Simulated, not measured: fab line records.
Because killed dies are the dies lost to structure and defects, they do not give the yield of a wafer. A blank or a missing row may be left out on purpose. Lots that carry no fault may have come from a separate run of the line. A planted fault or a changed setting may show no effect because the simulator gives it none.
fab line records | flow gf180mcu
record lots=14 | wafers=42 | lastDay=34
route steps=602 shown V3@444 M4@458 MIM@504
lots with no fault: from the same line, run without faults
startH: hours from the record's first day to the start of the lot's first wafer shown | waitH: hours since the lot's step before | " same as the row above | L1.1+2: a row that stands for several wafers | - either no value or no given start | * or withheld: withheld | < > ~ a bound
route shown NAME@n: names a module that has steps shown in the file, with the first one's number in the route | usual: mean/standard deviation of fault-free wafers | same: alike in all rows | chamber/n: place in a boat | sites: per-site readings | _std_site: how widely they spread, as a standard deviation | _edge_site: outer sites' mean less inner sites' | radiusMm: for every site, how far away it sits from the centre of the wafer | mask NAME#n: copy n | behind: the last tool/chamber to shape the wafer | hold: reason for holding the lot/hours on hold/outcome of the hold | device: the transistor (n, p or np) that didn't switch | end of line: tests run on the same wafers once the route is complete | where a step has no rows: the recipe by itself | killed: dies lost to structure and defects at the first sort, not the wafer's yield | map: per-die view of a wafer (x killed, . not killed, _ where there is no die)
set.NAME: the setting the step ran with; set.NAME@STEP: the setting that earlier step ran with | model.NAME: the simulator's own value behind a step, which no gauge read
a sample of lots followed through the steps of the route, with each step as a table and each wafer as a row
services: a tool's chamber out of use, with start hour (startH, from the record's first day; less than 0 if before it), hours out, and reason
## steps
# step GF_V3_OVL_MEAS_15
# usual V3_OVL=-4/5.6
lot.wafer | tool       | chamber | startH | waitH | V3_OVL[nm]
L596.1    | overlay-02 | -       | 519.83 | 0.1   | -1
L596.5    | "          | -       | "      | "     | -2
L596.6    | "          | -       | "      | "     | 6
L597.2    | overlay-02 | -       | 525.89 | 0.1   | -15
L597.4    | "          | -       | "      | "     | -3
L597.5    | "          | -       | "      | "     | -6
L598.3    | overlay-02 | -       | 537.56 | 0.1   | -12
L598.4    | "          | -       | "      | "     | -16
L598.5    | "          | -       | "      | "     | -11
L599.1    | overlay-01 | -       | 540.57 | 0.1   | -13
L599.2    | "          | -       | "      | "     | -5
L599.6    | "          | -       | "      | "     | -6
L601.4    | overlay-01 | -       | 559.87 | 0.1   | -3
L601.5    | "          | -       | "      | "     | 4
L601.6    | "          | -       | "      | "     | -1
L600.1    | overlay-01 | -       | 563.82 | 0.1   | -8
L600.2    | "          | -       | "      | "     | -4
L600.3    | "          | -       | "      | "     | -7
L602.2    | overlay-02 | -       | 566.48 | 0.1   | 0
L602.4    | "          | -       | "      | "     | -9
L602.5    | "          | -       | "      | "     | -11
L603.2    | overlay-02 | -       | 579.16 | 0.1   | -1
L603.3    | "          | -       | "      | "     | 5
L603.6    | "          | -       | "      | "     | -3
L604.1    | overlay-01 | -       | 583.15 | 0.1   | -5
L604.3    | "          | -       | "      | "     | 4
L604.5    | "          | -       | "      | "     | -6
L605.1    | overlay-01 | -       | 599.13 | 0.1   | -2
L605.3    | "          | -       | "      | "     | -3
L605.5    | "          | -       | "      | "     | 3
L607.3    | overlay-01 | -       | 611.63 | 0.1   | 2
L607.4    | "          | -       | "      | "     | -2
L607.6    | "          | -       | "      | "     | -1
L608.1    | overlay-02 | -       | 615.85 | 0.1   | -5
L608.5    | "          | -       | "      | "     | -6
L608.6    | "          | -       | "      | "     | -2
L609.1    | overlay-02 | -       | 630.27 | 0.1   | -7
L609.4    | "          | -       | "      | "     | -5
L609.5    | "          | -       | "      | "     | -10
L618.2    | overlay-02 | -       | 686.48 | 0.1   | -8
L618.4    | "          | -       | "      | "     | 0
L618.6    | "          | -       | "      | "     | -4
# step GF_M4_SPUTTER_02
# recipe material=AlCu | targetThkNm=450 | powerW=10600 | timeS=23.9 | chamberPressurePa=0.4
# usual cathodeDcPowerW=10600/2.1 | chamberPressurePa=0.4001/0.00082 | throttleValvePct=29.5/0.89
lot.wafer | tool          | chamber | startH | waitH | cathodeDcPowerW | chamberPressurePa | throttleValvePct
L596.1    | pvdSputter-04 | -       | 521.36 | 0.0   | 10597           | 0.4003            | 29.8
L596.5    | "             | -       | "      | "     | 10599           | 0.3997            | 28.3
L596.6    | "             | -       | "      | "     | 10598           | 0.3997            | 28.8
L597.2    | pvdSputter-02 | -       | 527.40 | 0.0   | 10602           | 0.4006            | 28.3
L597.4    | "             | -       | "      | "     | 10599           | 0.4000            | 28.9
L597.5    | "             | -       | "      | "     | 10600           | 0.3976            | 30.5
L598.3    | pvdSputter-03 | -       | 539.07 | 0.0   | 10601           | 0.3998            | 30.8
L598.4    | "             | -       | "      | "     | 10601           | 0.4007            | 29.0
L598.5    | "             | -       | "      | "     | 10597           | 0.3998            | 31.0
L599.1    | pvdSputter-03 | -       | 542.09 | 0.0   | 10599           | 0.4003            | 29.9
L599.2    | "             | -       | "      | "     | 10601           | 0.4005            | 29.1
L599.6    | "             | -       | "      | "     | 10600           | 0.4011            | 31.5
L601.4    | pvdSputter-04 | -       | 561.40 | 0.0   | 10599           | 0.3998            | 28.5
L601.5    | "             | -       | "      | "     | 10599           | 0.3988            | 29.5
L601.6    | "             | -       | "      | "     | 10600           | 0.3998            | 29.7
L600.1    | pvdSputter-04 | -       | 565.35 | 0.0   | 10602           | 0.4015            | 29.5
L600.2    | "             | -       | "      | "     | 10597           | 0.4018            | 28.9
L600.3    | "             | -       | "      | "     | 10598           | 0.3989            | 29.7
L602.2    | pvdSputter-02 | -       | 567.99 | 0.0   | 10601           | 0.4004            | 29.3
L602.4    | "             | -       | "      | "     | 10598           | 0.3996            | 30.6
L602.5    | "             | -       | "      | "     | 10596           | 0.4008            | 29.3
L603.2    | pvdSputter-03 | -       | 580.67 | 0.0   | 10600           | 0.3993            | 29.0
L603.3    | "             | -       | "      | "     | 10598           | 0.3989            | 30.5
L603.6    | "             | -       | "      | "     | 10600           | 0.4008            | 31.3
L604.1    | pvdSputter-03 | -       | 585.14 | 0.0   | 10600           | 0.4018            | 29.2
L604.3    | "             | -       | "      | "     | 10599           | 0.4012            | 31.1
L604.5    | "             | -       | "      | "     | 10604           | 0.4010            | 29.4
L605.1    | pvdSputter-04 | -       | 600.65 | 0.0   | 10600           | 0.4009            | 28.2
L605.3    | "             | -       | "      | "     | 10599           | 0.4022            | 29.8
L605.5    | "             | -       | "      | "     | 10601           | 0.3997            | 29.0
L607.3    | pvdSputter-02 | -       | 613.17 | 0.0   | 10598           | 0.3995            | 28.2
L607.4    | "             | -       | "      | "     | 10599           | 0.4009            | 29.4
L607.6    | "             | -       | "      | "     | 10599           | 0.4009            | 29.0
L608.1    | pvdSputter-04 | -       | 617.37 | 0.0   | 10600           | 0.3988            | 28.9
L608.5    | "             | -       | "      | "     | 10599           | 0.3997            | 28.4
L608.6    | "             | -       | "      | "     | 10599           | 0.3996            | 28.9
L609.1    | pvdSputter-02 | -       | 631.82 | 0.0   | 10600           | 0.3998            | 29.4
L609.4    | "             | -       | "      | "     | 10599           | 0.3996            | 30.9
L609.5    | "             | -       | "      | "     | 10600           | 0.4011            | 29.2
L618.2    | pvdSputter-02 | -       | 688.01 | 0.0   | 10600           | 0.3995            | 29.0
L618.4    | "             | -       | "      | "     | 10599           | 0.3985            | 28.2
L618.6    | "             | -       | "      | "     | 10600           | 0.4002            | 30.3
# step GF_MIM_SPUTTER_01
# recipe material=TiN | targetThkNm=30 | powerW=6500 | timeS=25 | chamberPressurePa=0.4
# usual cathodeDcPowerW=6500.1/1.1 | chamberPressurePa=0.4002/0.00078 | throttleValvePct=30.0/0.88
lot.wafer | tool          | chamber | startH | waitH | cathodeDcPowerW | chamberPressurePa | throttleValvePct
L596.1    | pvdSputter-01 | -       | 570.04 | 0.1   | 6499.5          | 0.4003            | 29.9
L596.5    | "             | -       | "      | "     | 6501.3          | 0.4006            | 31.1
L596.6    | "             | -       | "      | "     | 6499.9          | 0.3997            | 30.5
L597.2    | pvdSputter-03 | -       | 575.47 | 0.1   | 6498.8          | 0.4000            | 29.4
L597.4    | "             | -       | "      | "     | 6500.0          | 0.3995            | 30.5
L597.5    | "             | -       | "      | "     | 6501.9          | 0.4005            | 31.2
L598.3    | pvdSputter-04 | -       | 586.95 | 0.1   | 6501.7          | 0.3993            | 29.8
L598.4    | "             | -       | "      | "     | 6502.1          | 0.4001            | 29.8
L598.5    | "             | -       | "      | "     | 6499.0          | 0.3989            | 28.5
L599.1    | pvdSputter-03 | -       | 591.09 | 0.1   | 6501.1          | 0.4005            | 31.3
L599.2    | "             | -       | "      | "     | 6500.9          | 0.4015            | 29.0
L599.6    | "             | -       | "      | "     | 6497.6          | 0.4000            | 31.1
L601.4    | pvdSputter-04 | -       | 608.34 | 0.1   | 6500.7          | 0.3993            | 28.2
L601.5    | "             | -       | "      | "     | 6498.2          | 0.4008            | 29.5
L601.6    | "             | -       | "      | "     | 6503.5          | 0.3995            | 28.9
L600.1    | pvdSputter-01 | -       | 610.91 | 0.1   | 6499.8          | 0.3993            | 29.7
L600.2    | "             | -       | "      | "     | 6498.9          | 0.3993            | 31.2
L600.3    | "             | -       | "      | "     | 6501.5          | 0.3987            | 30.2
L602.2    | pvdSputter-01 | -       | 613.46 | 0.1   | 6501.0          | 0.4009            | 29.8
L602.4    | "             | -       | "      | "     | 6501.7          | 0.4002            | 29.9
L602.5    | "             | -       | "      | "     | 6498.9          | 0.4004            | 31.5
L603.2    | pvdSputter-01 | -       | 626.66 | 0.1   | 6498.9          | 0.3997            | 29.6
L603.3    | "             | -       | "      | "     | 6502.7          | 0.4007            | 30.1
L603.6    | "             | -       | "      | "     | 6499.7          | 0.4008            | 29.8
L604.1    | pvdSputter-03 | -       | 631.26 | 0.1   | 6500.9          | 0.4012            | 29.7
L604.3    | "             | -       | "      | "     | 6498.8          | 0.4002            | 28.9
L604.5    | "             | -       | "      | "     | 6499.5          | 0.4005            | 31.3
L605.1    | pvdSputter-03 | -       | 644.97 | 0.1   | 6500.4          | 0.3993            | 30.5
L605.3    | "             | -       | "      | "     | 6500.7          | 0.4002            | 31.3
L605.5    | "             | -       | "      | "     | 6499.3          | 0.4014            | 29.1
L607.3    | pvdSputter-01 | -       | 656.99 | 0.1   | 6499.8          | 0.4003            | 30.0
L607.4    | "             | -       | "      | "     | 6498.3          | 0.4007            | 29.5
L607.6    | "             | -       | "      | "     | 6500.5          | 0.4003            | 29.8
L608.1    | pvdSputter-03 | -       | 660.42 | 0.1   | -               | -                 | -
L608.5    | "             | -       | "      | "     | -               | -                 | -
L608.6    | "             | -       | "      | "     | -               | -                 | -
L609.1    | pvdSputter-01 | -       | 675.01 | 0.1   | -               | -                 | -
L609.4    | "             | -       | "      | "     | -               | -                 | -
L609.5    | "             | -       | "      | "     | -               | -                 | -
L618.2    | pvdSputter-04 | -       | 728.12 | 0.1   | 6500.5          | 0.3998            | 30.0
L618.4    | "             | -       | "      | "     | 6500.6          | 0.4008            | 28.4
L618.6    | "             | -       | "      | "     | 6500.3          | 0.4001            | 28.9
# step GF_MIM_SPUTTER_04
# recipe material=TiN | targetThkNm=50 | powerW=6500 | timeS=41.7 | chamberPressurePa=0.4
# usual cathodeDcPowerW=6500.0/1.1 | chamberPressurePa=0.4000/0.00088 | throttleValvePct=29.9/0.87
lot.wafer | tool          | chamber | startH | waitH | cathodeDcPowerW | chamberPressurePa | throttleValvePct
L596.1    | pvdSputter-01 | -       | 570.12 | 0.0   | 6499.9          | 0.3992            | 29.9
L596.5    | "             | -       | "      | "     | 6501.1          | 0.4007            | 31.2
L596.6    | "             | -       | "      | "     | 6498.9          | 0.4003            | 30.3
L597.2    | pvdSputter-03 | -       | 575.55 | 0.0   | 6499.7          | 0.4001            | 29.4
L597.4    | "             | -       | "      | "     | 6499.0          | 0.4007            | 30.7
L597.5    | "             | -       | "      | "     | 6499.5          | 0.3985            | 31.1
L598.3    | pvdSputter-04 | -       | 587.03 | 0.0   | 6501.3          | 0.3987            | 29.7
L598.4    | "             | -       | "      | "     | 6500.9          | 0.3995            | 29.6
L598.5    | "             | -       | "      | "     | 6500.9          | 0.3991            | 28.3
L599.1    | pvdSputter-03 | -       | 591.17 | 0.0   | 6500.6          | 0.4012            | 31.1
L599.2    | "             | -       | "      | "     | 6500.1          | 0.3982            | 29.0
L599.6    | "             | -       | "      | "     | 6499.3          | 0.4018            | 31.6
L601.4    | pvdSputter-04 | -       | 608.42 | 0.0   | 6499.2          | 0.3992            | 28.3
L601.5    | "             | -       | "      | "     | 6499.4          | 0.3998            | 29.7
L601.6    | "             | -       | "      | "     | 6499.9          | 0.4014            | 28.9
L600.1    | pvdSputter-01 | -       | 610.99 | 0.0   | 6500.2          | 0.3998            | 29.7
L600.2    | "             | -       | "      | "     | 6499.3          | 0.4012            | 31.4
L600.3    | "             | -       | "      | "     | 6499.8          | 0.3992            | 29.7
L602.2    | pvdSputter-01 | -       | 613.54 | 0.0   | 6501.7          | 0.3995            | 29.6
L602.4    | "             | -       | "      | "     | 6500.6          | 0.4007            | 30.0
L602.5    | "             | -       | "      | "     | 6501.6          | 0.3987            | 31.1
L603.2    | pvdSputter-01 | -       | 626.74 | 0.0   | 6499.3          | 0.4014            | 29.7
L603.3    | "             | -       | "      | "     | 6501.6          | 0.4006            | 30.3
L603.6    | "             | -       | "      | "     | 6498.6          | 0.4008            | 30.1
L604.1    | pvdSputter-03 | -       | 631.34 | 0.0   | 6500.4          | 0.4000            | 29.5
L604.3    | "             | -       | "      | "     | 6497.5          | 0.3994            | 28.9
L604.5    | "             | -       | "      | "     | 6500.4          | 0.4001            | 31.4
L605.1    | pvdSputter-03 | -       | 645.05 | 0.0   | 6499.6          | 0.3995            | 30.5
L605.3    | "             | -       | "      | "     | 6501.7          | 0.3991            | 31.1
L605.5    | "             | -       | "      | "     | 6499.8          | 0.4012            | 28.9
L607.3    | pvdSputter-01 | -       | 657.07 | 0.0   | 6500.6          | 0.3991            | 30.0
L607.4    | "             | -       | "      | "     | 6499.0          | 0.3991            | 29.5
L607.6    | "             | -       | "      | "     | 6499.2          | 0.3994            | 29.9
L608.1    | pvdSputter-03 | -       | 660.50 | 0.0   | 6500.7          | 0.3992            | 31.4
L608.5    | "             | -       | "      | "     | 6499.1          | 0.4000            | 31.3
L608.6    | "             | -       | "      | "     | 6500.3          | 0.4022            | 30.6
L609.1    | pvdSputter-01 | -       | 675.09 | 0.0   | 6501.0          | 0.4000            | 31.4
L609.4    | "             | -       | "      | "     | 6500.3          | 0.4008            | 30.4
L609.5    | "             | -       | "      | "     | 6498.5          | 0.4009            | 29.9
L618.2    | pvdSputter-04 | -       | 728.20 | 0.0   | 6499.3          | 0.3998            | 29.4
L618.4    | "             | -       | "      | "     | 6498.2          | 0.4006            | 28.4
L618.6    | "             | -       | "      | "     | 6499.6          | 0.3992            | 28.6
## services
tool          | chamber | startH | hours | kind
pvdSputter-01 | -       | 512.83 | 7.4   | repair
pvdSputter-04 | -       | 516.07 | 3.1   | repair
pvdSputter-03 | -       | 530.80 | 7.7   | repair
pvdSputter-01 | -       | 531.37 | 2.5   | repair
pvdSputter-03 | -       | 553.62 | 14.8  | repair
pvdSputter-02 | -       | 616.88 | 3.5   | repair
pvdSputter-01 | -       | 682.93 | 2.6   | repair
## key
firstSign step=GF_MIM_SPUTTER_01 | reading=toolRecord | direction=missing
effect none on later readings
metAt GF_MIM_SPUTTER_01
struckLots L608,L609
laterRowsLeftOut L608.1,L608.5,L608.6,L609.1,L609.4,L609.5
sortLeftOut L608.1,L608.5,L608.6,L609.1,L609.4,L609.5
notActingAt GF_V3_OVL_MEAS_15,GF_M4_SPUTTER_02,GF_MIM_SPUTTER_04
onsetBetween 656.99 660.42
fault kind=skippedStepWhole | tool=pvdSputter-01,pvdSputter-03 | chamber=- | onsetH=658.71 | steps=GF_MIM_SPUTTER_01 | scope=struckLotsOnly
# sortLeftOut: the simulated sort isn't trusted on such a fault, so these wafers' sort isn't shown, and their yield isn't known
# laterRowsLeftOut: the simulator's readings of these wafers behind a module that went badly wrong aren't trusted and aren't shown, but for the sort
